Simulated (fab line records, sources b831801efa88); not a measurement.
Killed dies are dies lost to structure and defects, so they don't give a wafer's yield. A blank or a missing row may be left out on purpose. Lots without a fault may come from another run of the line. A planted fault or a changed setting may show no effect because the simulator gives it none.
fab line records | flow sky130
record lots=7 wafers=21 last_day=50
route steps=708 shown VIA4@651 METAL5@661 PAD_OPEN@708
lots that met no fault: from a run of the same line without faults
start_h: hours from the record's first day to the start of the lot's first wafer shown | wait_h: hours since the lot's step before | " the same as in the row above | L1.1+2: a row that stands for several wafers | - no value, or no start given | * or withheld: withheld | < > ~ a bound
route shown NAME@n: a module of which the file shows steps, and the number in the route of the first | usual: mean/standard deviation of fault-free wafers | same: alike in all rows | chamber/n: place in a boat | sites: the reading at each site | _std_site: their standard deviation | _edge_site: outer sites' mean less inner sites' | radius_mm: how far each site lies from the wafer's centre | mask NAME#n: copy n | behind: the tool/chamber that last shaped the wafer | hold: why the lot was held/for how many hours/how that ended | device: the transistor (n, p or np) that didn't switch | end of line: the same wafers' tests at the end of the route | a step without rows: its recipe alone | killed: dies lost to structure and defects at the first sort, not the wafer's yield | map: a wafer's dies, x killed, . not, _ none there
set.NAME: the setting as run; set.NAME@STEP: as run at that earlier step | model.NAME: the simulator's own value behind a step, which no gauge read
lots at some steps of the route; a table a step, a row a wafer
services: from which hour (start_h, from the record's first day; less than 0 if before it) a tool's chamber was out of use, for how many hours, and why
## steps
# step SKY_VIA4_ETCH_12
# recipe target=SiO2 chemistry=C4F8/O2/Ar stop_on=TiN mask_material=NOVOLAK source_w=1500 bias_w=1200 pressure_mtorr=40 c4f8_flow_sccm=withheld O2_flow_sccm=6 Ar_flow_sccm=300 time_s=withheld target_depth_a=5800
# step SKY_VIA4_STRIP_13
# recipe chemistry=O2/N2 power_w=1400 pressure_mtorr=1500 platen_temp_c=withheld o2_flow_sccm=3000 n2_flow_sccm=300 overash_fraction=0.5
# usual drypump_motor_current_A=6.2/0.4 oes_product_au=0.710/0.0047 strip_time_to_endpoint_s=12.80/0.031
# columns lot.wafer tool chamber start_h wait_h drypump_motor_current_A oes_product_au rf_hours_counter_h strip_time_to_endpoint_s
L744.1 plasma_asher-03 1 1044.93 - 6.8 0.719 124 12.78
L744.3 " 1 " " 6.8 0.712 - 12.82
L744.4 " 0 " " 5.9 0.710 - 12.80
L748.1 plasma_asher-04 0 1068.88 - 6.5 0.723 29 12.79
L748.2 " 1 " " 6.4 0.702 29 12.79
L748.5 " 0 " " 6.5 0.711 - 12.79
L753.1 plasma_asher-03 0 1100.47 - 5.9 0.712 3 12.82
L753.4 " 1 " " 6.8 0.709 - 12.77
L753.6 " 1 " " 6.8 0.711 - 12.80
L754.1 plasma_asher-04 1 1109.83 - 6.3 0.708 33 12.80
L754.2 " 0 " " 6.5 0.711 33 12.80
L754.3 " 1 " " 6.3 0.710 - 12.80
L755.2 plasma_asher-04 1 1113.73 - 6.3 0.710 34 12.77
L755.3 " 1 " " 6.3 0.714 - 12.75
L755.6 " 0 " " 6.5 0.712 - 12.84
L760.3 plasma_asher-04 1 1135.87 - 6.4 0.724 - 12.77
L760.4 " 0 " " 6.5 0.717 - 12.77
L760.5 " 1 " " 6.3 0.710 - 12.80
L761.2 plasma_asher-03 0 1140.95 - 5.9 0.710 8 12.83
L761.3 " 0 " " 5.9 0.711 - 12.83
L761.4 " 1 " " 6.8 0.713 - 12.83
# step SKY_VIA4_STRIP_14
# recipe chemistry=post_etch_residue_remover time_s=1200 temp_c=72.5
# step SKY_VIA4_CLEAN_15
# recipe chemistry=IPA time_s=180 temp_c=25
# step SKY_VIA4_CLEAN_16
# recipe chemistry=O3/DIW dry=n2_spin
# step SKY_VIA4_SPUTTER_17
# recipe material=TiN target_thk_nm=20 chamber_pressure_pa=5 power_w=4000 time_s=80
# step SKY_VIA4_CVD_18
# recipe material=W target_thk_nm=505 time_s=152.14 temp_c=400 pressure_torr=40
# step SKY_VIA4_RS_MEAS_19
# recipe thk_meas_gauge=four-point-probe reads=W_of_VIA4_CVD_18+TiN_of_VIA4_SPUTTER_17
# usual VIA4_W_RS=0.2273/0.002
# columns lot.wafer tool chamber start_h wait_h VIA4_W_RS[ohm/sq]
L744.1 film_metro-02 - 1045.76 0.1 0.2277
L744.3 " - " " 0.2278
L744.4 " - " " 0.2295
L748.1 film_metro-02 - 1069.78 0.1 0.2241
L748.2 " - " " 0.2259
L748.5 " - " " 0.2255
L753.1 film_metro-03 - 1101.28 0.1 0.2277
L753.4 " - " " 0.2269
L753.6 " - " " 0.2287
L754.1 film_metro-04 - 1110.64 0.1 0.2303
L754.2 " - " " 0.2307
L754.3 " - " " 0.2297
L755.2 film_metro-02 - 1114.62 0.1 0.2291
L755.3 " - " " 0.2250
L755.6 " - " " 0.2251
L760.3 film_metro-02 - 1136.68 0.1 0.2276
L760.4 " - " " 0.2289
L760.5 " - " " 0.2279
L761.2 film_metro-04 - 1141.77 0.1 0.2261
L761.3 " - " " 0.2288
L761.4 " - " " 0.2260
# step SKY_VIA4_THK_MEAS_20
# recipe thk_meas_gauge=xrf reads=W_of_VIA4_CVD_18
# usual VIA4_W_THK=511/5.5
# columns lot.wafer tool chamber start_h wait_h VIA4_W_THK[nm]
L744.1 film_metro-02 - 1045.88 0.1 513
L744.3 " - " " 512
L744.4 " - " " 510
L748.1 film_metro-02 - 1069.90 0.1 517
L748.2 " - " " 510
L748.5 " - " " 512
L753.1 film_metro-03 - 1101.40 0.1 505
L753.4 " - " " 510
L753.6 " - " " 501
L754.1 film_metro-04 - 1110.76 0.1 505
L754.2 " - " " 504
L754.3 " - " " 504
L755.2 film_metro-02 - 1114.73 0.1 504
L755.3 " - " " 518
L755.6 " - " " 515
L760.3 film_metro-02 - 1136.78 0.1 508
L760.4 " - " " 506
L760.5 " - " " 507
L761.2 film_metro-04 - 1141.88 0.1 516
L761.3 " - " " 509
L761.4 " - " " 517
# step SKY_VIA4_CMP_21
# recipe stop_on=SiO2 t_overpolish_s=25 down_force_psi=3.5 platen_rpm=60 target_thk_nm=0 pad_velocity_m_s=0.94248
# usual edge_zone_pressure_frac=1.000/0.0048 motor_current_A=10.6/0.71 overpolish_run_s=25.000/0.0093 slurry_flow_ml_min=150.0/0.45 time_to_endpoint_s=122/4.6
# columns lot.wafer tool chamber start_h wait_h edge_zone_pressure_frac motor_current_A overpolish_run_s slurry_flow_ml_min time_to_endpoint_s
L744.4 cmp-01 3 1045.94 0.0 0.997 11.5 25.014 149.9 124
L744.3 " 0 " " 0.998 10.7 25.012 149.0 119
L744.1 " 2 " " 1.000 10.0 25.014 150.2 116
L748.1 cmp-01 2 1069.96 0.1 1.001 9.7 25.001 150.2 115
L748.2 " 1 " " 1.002 11.1 25.009 149.4 128
L748.5 " 3 " " 1.004 11.4 25.010 150.4 125
L753.4 cmp-01 1 1101.51 0.1 1.006 11.0 24.998 149.8 122
L753.1 " 2 " " 0.998 10.2 24.998 149.9 112
L753.6 " 0 " " 0.999 10.8 25.000 150.4 117
L754.2 cmp-01 0 1110.82 0.0 1.004 10.6 25.001 150.2 118
L754.1 " 1 " " 0.994 11.2 24.997 149.9 122
L754.3 " 3 " " 0.998 11.4 24.995 150.0 121
L755.2 cmp-01 0 1114.83 0.1 1.004 10.3 25.006 150.5 114
L755.3 " 2 " " 1.008 9.8 24.995 149.7 112
L755.6 " 3 " " 1.002 11.5 25.002 149.7 121
L760.3 cmp-01 1 1136.87 0.1 1.006 11.0 25.003 150.9 124
L760.4 " 2 " " 0.995 9.7 25.000 149.7 113
L760.5 " 1 " " 0.996 10.6 25.004 150.1 124
L761.4 cmp-02 2 1141.98 0.1 0.996 9.8 25.005 149.7 125
L761.3 " 3 " " 1.003 10.2 24.989 149.9 118
L761.2 " 0 " " 0.996 9.8 25.000 149.5 124
# step SKY_METAL5_SPUTTER_00
# recipe material=Ti target_thk_nm=15 power_w=3000 time_s=10 chamber_pressure_pa=0.4
# usual throttle_valve_pct=30.0/0.87
# columns lot.wafer tool chamber start_h wait_h throttle_valve_pct
L744.1 pvd_sputter-04 - 1046.24 0.1 30.2
L744.3 " - " " 31.6
L744.4 " - " " 29.4
L748.1 pvd_sputter-02 - 1070.26 0.2 29.9
L748.2 " - " " 30.9
L748.5 " - " " 30.5
L753.1 pvd_sputter-02 - 1101.76 0.1 28.3
L753.4 " - " " 30.8
L753.6 " - " " 30.9
L754.1 pvd_sputter-02 - 1111.12 0.2 29.8
L754.2 " - " " 28.0
L754.3 " - " " 29.9
L755.2 pvd_sputter-02 - 1115.08 0.2 30.8
L755.3 " - " " 30.2
L755.6 " - " " 30.7
L760.3 pvd_sputter-04 - 1137.12 0.2 30.7
L760.4 " - " " 29.1
L760.5 " - " " 29.2
L761.2 pvd_sputter-03 - 1142.23 0.1 30.6
L761.3 " - " " 30.3
L761.4 " - " " 29.1
# step SKY_METAL5_SPUTTER_01
# recipe material=TiN target_thk_nm=20 power_w=6500 time_s=16.7 chamber_pressure_pa=0.4
# usual throttle_valve_pct=30.0/0.87
# columns lot.wafer tool chamber start_h wait_h throttle_valve_pct
L744.1 pvd_sputter-04 - 1046.26 0.0 29.9
L744.3 " - " " 31.2
L744.4 " - " " 29.5
L748.1 pvd_sputter-02 - 1070.28 0.0 29.7
L748.2 " - " " 30.7
L748.5 " - " " 30.9
L753.1 pvd_sputter-02 - 1101.78 0.0 28.4
L753.4 " - " " 30.5
L753.6 " - " " 30.6
L754.1 pvd_sputter-02 - 1111.14 0.0 29.9
L754.2 " - " " 28.2
L754.3 " - " " 29.8
L755.2 pvd_sputter-02 - 1115.10 0.0 30.7
L755.3 " - " " 29.9
L755.6 " - " " 30.9
L760.3 pvd_sputter-04 - 1137.14 0.0 30.8
L760.4 " - " " 29.4
L760.5 " - " " 29.5
L761.2 pvd_sputter-03 - 1142.25 0.0 30.5
L761.3 " - " " 30.5
L761.4 " - " " 29.5
# step SKY_METAL5_SPUTTER_02
# recipe material=AlCu target_thk_nm=1150 power_w=10600 time_s=61.2 chamber_pressure_pa=0.4
# usual throttle_valve_pct=30.1/0.87
# columns lot.wafer tool chamber start_h wait_h throttle_valve_pct model.AlCu_of_METAL5_SPUTTER_02.thk_nm
L744.1 pvd_sputter-04 - 1046.29 0.0 30.1 1163
L744.3 " - " " 31.2 1152
L744.4 " - " " 29.3 1151
L748.1 pvd_sputter-02 - 1070.31 0.0 30.2 1152
L748.2 " - " " 30.9 1145
L748.5 " - " " 31.0 1148
L753.1 pvd_sputter-02 - 1101.81 0.0 28.2 981.5
L753.4 " - " " 30.9 1159
L753.6 " - " " 30.7 983.7
L754.1 pvd_sputter-02 - 1111.17 0.0 30.3 988.8
L754.2 " - " " 28.2 967.2
L754.3 " - " " 30.3 1153
L755.2 pvd_sputter-02 - 1115.12 0.0 30.9 973.7
L755.3 " - " " 29.9 1151
L755.6 " - " " 30.8 989.5
L760.3 pvd_sputter-04 - 1137.17 0.0 30.8 1155
L760.4 " - " " 29.6 1160
L760.5 " - " " 29.4 1160
L761.2 pvd_sputter-03 - 1142.28 0.0 30.2 1149
L761.3 " - " " 30.2 1140
L761.4 " - " " 29.3 1163
# step SKY_METAL5_SPUTTER_03
# recipe material=Ti target_thk_nm=5 power_w=3000 time_s=3.3 chamber_pressure_pa=0.4
# step SKY_METAL5_SPUTTER_04
# recipe material=TiN target_thk_nm=70 power_w=6500 time_s=58.3 chamber_pressure_pa=0.4
# step SKY_METAL5_RS_MEAS_05
# recipe thk_meas_gauge=four-point-probe reads=TiN_of_METAL5_SPUTTER_04+Ti_of_METAL5_SPUTTER_03+AlCu_of_METAL5_SPUTTER_02+TiN_of_METAL5_SPUTTER_01+Ti_of_METAL5_SPUTTER_00
# usual METAL5_ALCU_RS=0.02706/0.00028
# columns lot.wafer tool chamber start_h wait_h METAL5_ALCU_RS[ohm/sq]
L744.1 film_metro-03 - 1046.41 0.0 0.02668
L744.3 " - " " 0.02693
L744.4 " - " " 0.02698
L748.1 film_metro-03 - 1070.42 0.0 0.02696
L748.2 " - " " 0.02709
L748.5 " - " " 0.02703
L753.1 film_metro-01 - 1101.93 0.0 0.03174
L753.4 " - " " 0.02688
L753.6 " - " " 0.03173
L754.1 film_metro-04 - 1111.28 0.0 0.03151
L754.2 " - " " 0.03226
L754.3 " - " " 0.027
L755.2 film_metro-04 - 1115.26 0.0 0.03201
L755.3 " - " " 0.02709
L755.6 " - " " 0.03145
L760.3 film_metro-04 - 1137.32 0.1 0.02691
L760.4 " - " " 0.02682
L760.5 " - " " 0.02678
L761.2 film_metro-01 - 1142.42 0.0 0.02714
L761.3 " - " " 0.02733
L761.4 " - " " 0.02686
# step SKY_METAL5_THK_MEAS_06
# recipe thk_meas_gauge=xrf reads=AlCu_of_METAL5_SPUTTER_02
# usual METAL5_ALCU_THK=1133/12
# columns lot.wafer tool chamber start_h wait_h METAL5_ALCU_THK[nm]
L744.1 film_metro-03 - 1046.53 0.1 1146
L744.3 " - " " 1133
L744.4 " - " " 1132
L748.1 film_metro-03 - 1070.54 0.1 1139
L748.2 " - " " 1130
L748.5 " - " " 1137
L753.1 film_metro-01 - 1102.05 0.1 971
L753.4 " - " " 1147
L753.6 " - " " 971
L754.1 film_metro-04 - 1111.40 0.1 970
L754.2 " - " " 945
L754.3 " - " " 1129
L755.2 film_metro-04 - 1115.37 0.1 957
L755.3 " - " " 1125
L755.6 " - " " 969
L760.3 film_metro-04 - 1137.42 0.1 1133
L760.4 " - " " 1138
L760.5 " - " " 1142
L761.2 film_metro-01 - 1142.53 0.1 1136
L761.3 " - " " 1132
L761.4 " - " " 1157
# step SKY_METAL5_DEHYDRATE_07
# recipe temp_c=200 time_s=60
# step SKY_METAL5_HMDS_08
# recipe prime_time_s=60 prime_temp_c=120
# step SKY_METAL5_COAT_09
# recipe resist=NOVOLAK spin_rpm=3000 resist_thk_nm=1800
# step SKY_METAL5_SOFTBAKE_10
# recipe temp_c=90 time_s=60 resist=NOVOLAK
# step SKY_METAL5_EXPOSE_11
# recipe mask_id=MM5 na=0.6 source_shape=conventional sigma_outer=0.6 polarization=unpolarized target_cd_nm=1600 dose_mj=190
# step SKY_METAL5_PEB_12
# recipe temp_c=withheld time_s=* resist=NOVOLAK
# step SKY_METAL5_DEVELOP_13
# recipe resist=NOVOLAK developer=TMAH develop_time_s=60 dev_temp_c=23
# step SKY_METAL5_DESCUM_14
# recipe chemistry=O2 source_power_w=150 bias_power_w=0 pressure_mtorr=10 temp_c=40 time_s=11
# usual drypump_motor_current_A=5.4/0.67 he_backside_leak_sccm=3.32/0.23 oes_product_au=1.001/0.0087
# columns lot.wafer tool chamber start_h wait_h drypump_motor_current_A he_backside_leak_sccm oes_product_au rf_hours_counter_h
L744.1 rie_metal-01 1 1070.22 0.1 4.7 3.05 1.000 7
L744.3 " 0 " " 6.3 3.21 1.001 -
L744.4 " 1 " " 4.7 3.11 0.999 -
L748.1 rie_metal-02 0 1092.06 0.1 4.9 3.54 1.021 12
L748.2 " 1 " " 6.1 3.33 0.997 10
L748.5 " 0 " " 5.0 3.40 1.013 -
L753.1 rie_metal-01 0 1121.31 0.1 6.3 2.98 1.003 23
L753.4 " 0 " " 6.3 3.24 0.999 -
L753.6 " 1 " " 4.7 3.18 0.983 -
L754.1 rie_metal-01 1 1130.68 0.1 4.7 3.09 0.998 11
L754.2 " 0 " " 6.3 3.21 1.008 23
L754.3 " 1 " " 4.7 3.01 0.997 -
L755.2 rie_metal-02 0 1134.26 0.1 4.9 3.68 1.011 15
L755.3 " 1 " " 6.1 3.55 0.995 -
L755.6 " 1 " " 6.1 3.48 1.001 -
L760.3 rie_metal-02 0 1156.14 0.1 4.9 3.49 1.007 -
L760.4 " 1 " " 6.1 3.52 0.995 -
L760.5 " 1 " " 6.1 3.44 0.992 -
L761.2 rie_metal-01 0 1160.86 0.1 6.3 3.05 1.012 25
L761.3 " 0 " " 6.3 3.15 1.001 -
L761.4 " 1 " " 4.7 2.94 0.998 -
# step SKY_METAL5_METAL_ETCH_15
# recipe target_depth_a=12600 stop_on=SiO2 over_etch_frac=0.2 time_s=252 chemistry=Cl2/BCl3 resist_sidewall_deg=86 pressure_mtorr=10 icp_w=900 bias_w=48.5 Cl2_flow_sccm=60 bcl3_flow_sccm=30
# usual drypump_motor_current_A=5.4/0.67 he_backside_leak_sccm=3.3/0.32 oes_product_au=0.894/0.0045 throttle_valve_pct=22.266/0.0091
# same over_etch_frac=0.2
# columns lot.wafer tool chamber start_h wait_h drypump_motor_current_A he_backside_leak_sccm oes_product_au rf_hours_counter_h throttle_valve_pct
L744.1 rie_metal-01 1 1070.26 0.0 4.7 3.0 0.900 8 22.260
L744.3 " 0 " " 6.3 3.2 0.898 - 22.274
L744.4 " 1 " " 4.7 3.2 0.896 - 22.247
L748.1 rie_metal-02 0 1092.09 0.0 4.9 3.4 0.895 12 22.261
L748.2 " 1 " " 6.1 3.4 0.892 10 22.275
L748.5 " 0 " " 4.9 3.4 0.894 - 22.259
L753.1 rie_metal-01 0 1121.34 0.0 6.3 3.0 0.838 23 22.273
L753.4 " 0 " " 6.3 3.2 0.896 - 22.266
L753.6 " 1 " " 4.7 3.4 0.829 - 22.267
L754.1 rie_metal-01 1 1130.71 0.0 4.7 3.1 0.834 11 22.256
L754.2 " 0 " " 6.4 3.1 0.822 23 22.286
L754.3 " 1 " " 4.7 3.1 0.892 - 22.258
L755.2 rie_metal-02 0 1134.29 0.0 5.0 3.7 0.830 15 22.264
L755.3 " 1 " " 6.1 3.6 0.894 - 22.264
L755.6 " 1 " " 6.1 3.5 0.844 - 22.266
L760.3 rie_metal-02 0 1156.24 0.1 4.9 3.6 0.899 - 22.274
L760.4 " 1 " " 6.1 3.4 0.888 - 22.271
L760.5 " 1 " " 6.1 3.3 0.892 - 22.254
L761.2 rie_metal-01 0 1160.89 0.0 6.3 3.1 0.898 25 22.279
L761.3 " 0 " " 6.3 3.1 0.903 - 22.244
L761.4 " 1 " " 4.7 2.9 0.889 - 22.275
# step SKY_METAL5_STRIP_16
# recipe chemistry=O2/N2 power_w=1400 pressure_mtorr=1500 platen_temp_c=withheld o2_flow_sccm=3000 n2_flow_sccm=300 overash_fraction=0.5
# step SKY_PAD_OPEN_PROBE_99
# usual defect_limited_yield=82.1/2 killed_at_M0_to_M3=43/6.4 killed_at_M4_up=3.2/1.8 killed_at_contacts=25/5.5 killed_at_front_end=16/5.2 killed_at_other=0.3/0.49 killed_dies=88/10 killed_open=48/7 killed_short=40/7.1 sort_bin_3_pad_short=0.9/0.42 sort_bin_5_function=10.5/1.6 sort_bin_6_memory=6.5/1.2 sort_n_pass=404/10 sort_yield_pct=82.1/2
# same gross_dies=492 killed_at_back_side=0 sort_bin_4_leakage[%]=0 sort_bin_8_speed[%]=0
# columns lot.wafer tool chamber start_h wait_h defect_limited_yield[%] killed_at_M0_to_M3 killed_at_M4_up killed_at_contacts killed_at_front_end killed_at_other killed_dies killed_open killed_short sort_bin_3_pad_short[%] sort_bin_5_function[%] sort_bin_6_memory[%] sort_n_pass sort_yield_pct[%] model.etest.met5.rs_ohm_sq model.etest.met5.line_ohm_um
L744.1 prober-02 - 1115.55 0.1 85.2 37 5 19 10 2 73 40 33 1.0 7.3 6.5 419 85.2 0.02673 0.01677
L744.3 prober-02 - 1115.65 0.2 83.5 39 2 27 13 0 81 51 30 0.4 10.4 5.7 411 83.5 0.02705 0.01708
L744.4 prober-02 - 1115.70 0.2 85.0 44 1 20 9 0 74 40 34 0.6 8.3 6.1 418 85.0 0.0272 0.01699
L748.1 prober-01 - 1134.87 0.1 82.9 43 1 19 21 0 84 53 31 0.6 9.1 7.3 408 82.9 0.02726 0.01703
L748.2 prober-01 - 1134.92 0.1 81.5 43 7 21 20 0 91 50 41 0.6 9.6 8.3 401 81.5 0.02704 0.01688
L748.5 prober-01 - 1135.07 0.2 82.3 40 6 28 13 0 87 50 37 0.8 11.0 5.9 405 82.3 0.02724 0.01705
L753.1 prober-02 - 1161.90 0.1 85.6 44 0 19 7 1 71 39 32 0.8 8.3 5.3 421 85.6 0.03158 0.0198
L753.4 prober-02 - 1162.05 0.2 82.3 42 2 29 13 1 87 57 30 0.4 10.8 6.5 405 82.3 0.02698 0.01688
L753.6 prober-02 - 1162.15 0.2 82.3 39 2 20 26 0 87 45 42 0 11.8 5.9 405 82.3 0.032 0.01997
L754.1 prober-01 - 1171.64 0.1 83.1 48 3 22 10 0 83 48 35 0.4 9.8 6.7 409 83.1 0.03143 0.01964
L754.2 prober-01 - 1171.69 0.1 83.1 42 0 27 14 0 83 43 40 1.0 10.4 5.5 409 83.1 0.03209 0.02005
L754.3 prober-01 - 1171.74 0.2 81.1 44 2 25 22 0 93 62 31 0.4 11.4 7.1 399 81.1 0.02723 0.01695
L755.2 prober-01 - 1174.40 0.1 82.7 44 1 30 10 0 85 54 31 1.0 9.6 6.7 407 82.7 0.03215 0.02003
L755.3 prober-01 - 1174.45 0.2 84.6 34 7 19 15 1 76 41 35 0.6 8.9 5.9 416 84.6 0.02715 0.01681
L755.6 prober-01 - 1174.60 0.2 81.7 36 4 36 14 0 90 38 52 1.2 12.0 5.1 402 81.7 0.03145 0.01954
L760.3 prober-02 - 1195.72 0.2 82.9 51 1 20 12 0 84 45 39 0.6 11.6 4.9 408 82.9 0.02691 0.01683
L760.4 prober-02 - 1195.77 0.2 82.5 46 4 24 12 0 86 45 41 1.2 10.2 6.1 406 82.5 0.02689 0.01674
L760.5 prober-02 - 1195.82 0.2 80.9 47 5 25 16 1 94 49 45 0 11.8 7.3 398 80.9 0.02685 0.01675
L761.2 prober-01 - 1198.50 0.1 82.1 51 4 23 10 0 88 46 42 0.8 10.8 6.3 404 82.1 0.02726 0.01713
L761.3 prober-01 - 1198.55 0.2 80.7 59 1 17 18 0 95 49 46 0.6 10.4 8.3 397 80.7 0.02751 0.01725
L761.4 prober-01 - 1198.60 0.2 82.5 40 3 31 12 0 86 44 42 0.6 11.8 5.1 406 82.5 0.02681 0.01676
# killed by level:class
L744.1 VIA1:geometric_particle:open=9 CONTACT:geometric_particle:open=8 METAL1:geometric_particle:short=7 CONTACT:geometric_particle:short=5 LI_CONTACT:geometric_particle:open=4 VIA3:geometric_particle:open=4 VIA1:geometric_particle:short=4 METAL2:geometric_particle:short=4
L744.3 VIA1:geometric_particle:open=14 LI_CONTACT:geometric_particle:open=11 VIA3:geometric_particle:open=8 CONTACT:geometric_particle:open=8 FIELD_ISO:geometric_particle:open=4 POLY_GATE:geometric_particle:short=4 VIA3:geometric_particle:short=4 LOCAL_INTERCONNECT:geometric_particle:short=4
L744.4 VIA1:geometric_particle:open=10 VIA3:geometric_particle:short=8 LI_CONTACT:geometric_particle:open=5 LOCAL_INTERCONNECT:geometric_particle:open=5 VIA1:geometric_particle:short=5 VIA2:geometric_particle:open=5 VIA3:geometric_particle:open=5 FIELD_ISO:geometric_particle:short=3
L748.1 VIA2:geometric_particle:open=8 VIA3:geometric_particle:open=8 FIELD_ISO:geometric_particle:open=7 LI_CONTACT:geometric_particle:open=7 POLY_GATE:geometric_particle:open=6 CONTACT:geometric_particle:open=6 FIELD_ISO:geometric_particle:short=5 VIA1:geometric_particle:open=5
L748.2 VIA1:geometric_particle:open=13 CONTACT:geometric_particle:open=7 FIELD_ISO:geometric_particle:short=7 METAL2:geometric_particle:short=7 FIELD_ISO:geometric_particle:open=6 VIA2:geometric_particle:open=5 LI_CONTACT:geometric_particle:open=5 METAL1:geometric_particle:short=5
L748.5 CONTACT:geometric_particle:open=14 VIA1:geometric_particle:open=8 METAL2:geometric_particle:short=7 LI_CONTACT:geometric_particle:open=6 FIELD_ISO:geometric_particle:open=5 METAL4:geometric_particle:short=5 CONTACT:geometric_particle:short=5 VIA1:geometric_particle:short=5
L753.1 VIA1:geometric_particle:open=8 VIA2:geometric_particle:open=7 METAL2:geometric_particle:short=5 LI_CONTACT:geometric_particle:open=5 VIA1:geometric_particle:short=5 METAL1:geometric_particle:short=4 CONTACT:geometric_particle:short=4 CONTACT:geometric_particle:open=4
L753.4 CONTACT:geometric_particle:open=15 VIA1:geometric_particle:open=12 METAL1:geometric_particle:short=7 VIA3:geometric_particle:open=5 LI_CONTACT:geometric_particle:open=5 VIA2:geometric_particle:open=5 CONTACT:geometric_particle:short=5 VIA1:geometric_particle:short=4
L753.6 CONTACT:geometric_particle:open=11 POLY_GATE:geometric_particle:short=9 METAL2:geometric_particle:short=8 VIA1:geometric_particle:open=7 VIA2:geometric_particle:open=6 POLY_GATE:geometric_particle:open=5 LI_CONTACT:geometric_particle:open=5 VIA1:geometric_particle:short=5
L754.1 VIA1:geometric_particle:open=12 CONTACT:geometric_particle:open=10 VIA2:geometric_particle:open=8 CONTACT:geometric_particle:short=5 METAL1:geometric_particle:short=5 VIA1:geometric_particle:short=5 METAL2:geometric_particle:short=5 FIELD_ISO:geometric_particle:open=4
L754.2 CONTACT:geometric_particle:open=10 VIA1:geometric_particle:open=10 VIA1:geometric_particle:short=6 LI_CONTACT:geometric_particle:open=6 CONTACT:geometric_particle:short=5 METAL1:geometric_particle:short=5 FIELD_ISO:geometric_particle:short=4 FIELD_ISO:geometric_particle:open=4
L754.3 CONTACT:geometric_particle:open=10 VIA2:geometric_particle:open=10 VIA1:geometric_particle:open=9 LI_CONTACT:geometric_particle:open=8 VIA3:geometric_particle:open=8 FIELD_ISO:geometric_particle:open=5 POLY_GATE:geometric_particle:open=4 VIA3:geometric_particle:short=4
L755.2 CONTACT:geometric_particle:open=13 LI_CONTACT:geometric_particle:open=9 VIA3:geometric_particle:open=9 VIA1:geometric_particle:short=7 VIA1:geometric_particle:open=7 VIA2:geometric_particle:open=6 METAL1:geometric_particle:short=4 VIA2:geometric_particle:short=4
L755.3 LI_CONTACT:geometric_particle:open=9 FIELD_ISO:geometric_particle:open=7 FIELD_ISO:geometric_particle:short=6 VIA2:geometric_particle:open=5 METAL1:geometric_particle:short=5 METAL3:geometric_particle:short=5 VIA1:geometric_particle:open=4 VIA3:geometric_particle:open=4
L755.6 CONTACT:geometric_particle:open=12 LI_CONTACT:geometric_particle:open=8 POLY_GATE:geometric_particle:short=7 METAL1:geometric_particle:short=7 CONTACT:geometric_particle:short=7 VIA1:geometric_particle:open=6 METAL2:geometric_particle:short=6 LOCAL_INTERCONNECT:geometric_particle:short=5
L760.3 VIA1:geometric_particle:open=13 VIA2:geometric_particle:open=10 VIA3:geometric_particle:open=8 CONTACT:geometric_particle:open=6 LOCAL_INTERCONNECT:geometric_particle:short=5 VIA1:geometric_particle:short=5 LI_CONTACT:geometric_particle:short=4 METAL2:geometric_particle:short=4
L760.4 CONTACT:geometric_particle:open=9 VIA1:geometric_particle:short=8 VIA3:geometric_particle:open=8 FIELD_ISO:geometric_particle:short=5 LI_CONTACT:geometric_particle:short=5 METAL1:geometric_particle:short=5 VIA1:geometric_particle:open=5 VIA2:geometric_particle:open=5
L760.5 VIA1:geometric_particle:open=13 CONTACT:geometric_particle:open=10 METAL2:geometric_particle:short=8 VIA2:geometric_particle:short=8 METAL1:geometric_particle:short=7 LI_CONTACT:geometric_particle:open=6 CONTACT:geometric_particle:short=5 VIA2:geometric_particle:open=5
L761.2 CONTACT:geometric_particle:open=12 METAL1:geometric_particle:short=11 VIA1:geometric_particle:open=10 VIA2:geometric_particle:open=8 LI_CONTACT:geometric_particle:open=6 VIA1:geometric_particle:short=6 VIA2:geometric_particle:short=6 POLY_GATE:geometric_particle:short=4
L761.3 VIA1:geometric_particle:open=12 VIA2:geometric_particle:open=10 METAL1:geometric_particle:short=8 LI_CONTACT:geometric_particle:open=7 METAL2:geometric_particle:short=7 FIELD_ISO:geometric_particle:short=5 VIA2:geometric_particle:short=5 FIELD_ISO:geometric_particle:open=4
L761.4 VIA1:geometric_particle:open=11 CONTACT:geometric_particle:open=10 METAL2:geometric_particle:short=7 LI_CONTACT:geometric_particle:short=6 VIA3:geometric_particle:open=6 LOCAL_INTERCONNECT:geometric_particle:short=5 CONTACT:geometric_particle:short=5 METAL1:geometric_particle:short=5
## services
# columns tool chamber start_h hours kind
pvd_sputter-03 - 1031.74 4.6 repair
pvd_sputter-02 - 1035.07 0.5 repair
pvd_sputter-04 - 1045.03 1.1 repair
plasma_asher-03 - 1055.25 9.0 pm
cmp-01 - 1056.13 1.8 repair
pvd_sputter-02 2 1056.95 - consumable_replace:kit
pvd_sputter-02 2 1056.95 18.0 scheduled_down
pvd_sputter-02 2 1056.95 18.0 vent_cycle
plasma_asher-03 - 1060.51 4.1 repair
pvd_sputter-03 - 1066.05 5.7 repair
pvd_sputter-04 - 1079.26 2.0 repair
cmp-02 - 1084.61 4.0 pm
rie_metal-02 - 1106.79 1.4 pm
pvd_sputter-03 - 1107.05 1.1 repair
rie_metal-01 - 1115.43 1.4 pm
pvd_sputter-04 - 1116.59 4.0 repair
pvd_sputter-04 - 1122.39 1.8 repair
rie_metal-01 - 1122.66 2.4 repair
cmp-01 - 1123.82 0.5 repair
pvd_sputter-03 - 1125.57 0.8 repair
cmp-02 - 1127.96 1.1 repair
pvd_sputter-03 - 1131.26 2.5 repair
pvd_sputter-02 1 1151.20 - consumable_replace:kit
pvd_sputter-02 1 1151.20 18.0 scheduled_down
## key
first_sign step=SKY_METAL5_RS_MEAS_05 reading=METAL5_ALCU_RS direction=up sigmas=17 usual=0.02706 struck=0.03178
effect step=SKY_METAL5_THK_MEAS_06 reading=METAL5_ALCU_THK direction=down sigmas=14 usual=1133 struck=964
effect step=SKY_METAL5_METAL_ETCH_15 reading=oes_product_au direction=down sigmas=14 usual=0.894 struck=0.833
model_effect step=SKY_METAL5_SPUTTER_02 value=AlCu_of_METAL5_SPUTTER_02.thk_nm without=1154 struck=980.7
model_effect step=SKY_PAD_OPEN_PROBE_99 value=etest.met5.rs_ohm_sq without=0.02698 struck=0.03178
met_at SKY_METAL5_SPUTTER_02
struck_wafers L753.1,L753.6,L754.1,L754.2,L755.2,L755.6
onset_between 1070.31 1101.81
fault kind=process_parameter_drift tool=pvd_sputter-02 chamber=- onset_h=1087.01 steps=SKY_METAL5_SPUTTER_02 channel=time_s offset=* shape=step end_h=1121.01 scope=struck_wafers_only acts_in=* stated=*
